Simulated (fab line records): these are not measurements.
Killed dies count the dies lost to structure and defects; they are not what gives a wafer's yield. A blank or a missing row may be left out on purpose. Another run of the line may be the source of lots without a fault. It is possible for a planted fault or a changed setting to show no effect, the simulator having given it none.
8D (eight disciplines) problem report, filled in by code / flow sky130 / the parts of the form that need people (team, actions taken, sign-off) are left out

## 1. THE PROBLEM
At SKY_VIA1_ETCH_14, runLengthS averages 83.1 s over 6 wafers from 2 lots, while fault-free wafers read 74.1 s, standard deviation 0.49. Relative to the usual mean, that is a shift of +18 standard deviations.
The step: etches BARC in N2/H2, stops on SiO2, time 45.9 s, target depth 60 nm.
Seen first at day 37 11:26 on rieDiel-01, wafer L538.4. The record has a number at this step for 30 wafers belonging to 10 lots. Rule for "out", or "out of limits": more than 4 standard deviations from the usual mean. The other wafers with a number count as sound.

## 2. WHAT IT IS; WHAT IT IS NOT
question=which readings at this step | is=runLengthS, oesProductAu | is not=drypumpMotorCurrentA, h2FlowSccm
question=which lots | is=L538, L541 | is not=L528, L529, L530, L531, L537, L543, L546, L551
question=which wafers of those lots | is=all that have a number | is not=-
question=read on which tools | is=rieDiel-01 | is not=rieDiel-03, rieDiel-04
question=when | is=from day 37 11:26 | is not=up to then (15 sound wafers); but 9 sound wafers of L543, L546, L551 came after

## 3. SUSPECTS, AND WHAT RULES EACH OUT
Counting: any tool at a process step up to the reading is kept as a suspect provided that every lot that is out went through it and no sound lot did after the first of them.
- rieDiel-01 at SKY_VIA1_ETCH_14 (etches BARC in N2/H2, stops on SiO2, time 45.9 s, target depth 60 nm): kept. It processed each lot that is out, first L538 at day 37 11:26, and no sound lot thereafter; up to then, the last sound lot it processed was L537 at day 37 02:47. Out on those wafers are its own readings of oesProductAu, runLengthS.
Remaining after the count: rieDiel-01 at SKY_VIA1_ETCH_14.

## 4. THE CAUSE (what the simulator had put in)
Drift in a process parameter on rieDiel-01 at SKY_VIA1_ETCH_14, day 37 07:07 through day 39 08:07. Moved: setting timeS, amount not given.
The count eliminated every tool but this one.

## 5. SEQUENCE OF EFFECTS, ordered by route
Rows list readings where the struck wafers' mean (over those with a number) sits beyond 3 standard deviations from the usual. Only readings whose record carries a usual standard deviation are examined. hours: median over the lots of the time between each lot's start at the first step of this table that gives one and its start at this step. sigmas: the change, counted in usual standard deviations.
hours=0; step=SKY_VIA1_ETCH_14; reading=oesProductAu; usual=0.856 a.u.; on struck wafers=0.776; change=-0.080; sigmas=-18
hours=0; step=SKY_VIA1_ETCH_14; reading=runLengthS; usual=74.1 s; on struck wafers=83.1; change=+9.0; sigmas=+18
hours=0; step=SKY_VIA1_STRIP_16; reading=stripTimeToEndpointS; usual=4.471 s; on struck wafers=4.380; change=-0.091; sigmas=-4.3
Here are the process steps it includes:
- SKY_VIA1_ETCH_14: etches BARC in N2/H2, stops on SiO2, time 45.9 s, target depth 60 nm.
- SKY_VIA1_STRIP_16: strips in O2/N2.

## 6. HOW IT WOULD HAVE BEEN CAUGHT EARLIER
In this record no reading fell out of limits until day 37 11:26, 4 hours after the fault had begun at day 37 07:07.
